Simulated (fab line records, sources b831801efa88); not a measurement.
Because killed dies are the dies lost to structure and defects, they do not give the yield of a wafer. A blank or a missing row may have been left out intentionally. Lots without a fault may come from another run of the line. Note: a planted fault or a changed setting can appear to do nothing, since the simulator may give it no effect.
Problem report in the 8D (eight disciplines) form, filled by code	flow gf180mcu	the parts of the form that need people (team, actions taken, sign-off) are left out

1. PROBLEM STATEMENT
Mean of runLengthS at GF_VT_IMPLANT_RTA_45: 45.15 s across 4 wafers in 3 lots; on wafers with no fault it is 58.91 s (standard deviation 0.25). That is -55 standard deviations from the usual mean.
The step: time 30 s.
First seen on wafer L379.1, day 10 14:10, on rtpAnneal-02. The record holds 43 wafers of 15 lots with a number at this step. The rule behind "out" and "out of limits": a value lying over 4 standard deviations away from the usual mean. The rest of the wafers with a number are treated as sound.

2. WHAT IT IS, WHAT IT ISN'T
question	is	is not
which readings at this step	runLengthS	chamberO2Ppm, lampPowerPct
which lots	L379, L383, L385	L369, L370, L371, L372, L373, L375, L386, L387, L388, L389, L391, L392
which wafers of those lots	L379.1, L379.6, L383.6, L385.1	L383.5, L385.2, L385.5
read on which tools	rtpAnneal-02	rtpAnneal-01
when	from day 10 14:10	up to then (18 sound wafers); but 21 sound wafers of L383, L385, L386, L387, L388, L389, L391, L392 came after

3. SUSPECTS, AND WHAT RULES EACH OUT
Counting: a tool at a process step up to the reading stays a suspect if it ran every lot that is out. Sound lots after the first of them don't rule it out here, since some wafers of a struck lot are sound.
- rtpAnneal-02 at GF_VT_IMPLANT_RTA_45 (time 30 s): kept. It ran every lot that is out, first L379 (day 10 14:10); its last sound lot up to then is L375 (day 9 14:32). On those wafers its own readings are out: runLengthS.
Remaining after the count: rtpAnneal-02 at GF_VT_IMPLANT_RTA_45.

4. THE CAUSE (what the simulator had put in)
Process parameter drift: rtpAnneal-02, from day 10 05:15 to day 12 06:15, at GF_VT_IMPLANT_RTA_45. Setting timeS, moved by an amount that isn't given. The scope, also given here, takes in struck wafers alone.
Counting left only this tool.

5. THE EFFECT CHAIN, in route order
Each row: a reading where the mean over the struck wafers with a number is more than 3 standard deviations away from the usual. Only readings for which the record gives a usual standard deviation are gone through. hours: the time from each lot's start at the first step in this table that gives one to its start at this step, as a median over the lots. sigmas: the change in usual standard deviations.
hours	step	reading	usual	on struck wafers	change	sigmas
0	GF_VT_IMPLANT_RTA_45	runLengthS	58.91 s	45.15	-13.76	-55
It contains these process steps:
- GF_VT_IMPLANT_RTA_45: time 30 s.
Later steps that measure or inspect, where all struck wafers having a row at the step show a number for every such reading and not one has moved that far: GF_HV_LDD_OVL_MEAS_47, GF_CONTACT_THK_MEAS_26.

6. HOW IT WOULD HAVE BEEN CAUGHT EARLIER
9 hours passed between the start of the fault at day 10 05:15 and the first reading out of limits in this record, taken at day 10 14:10.
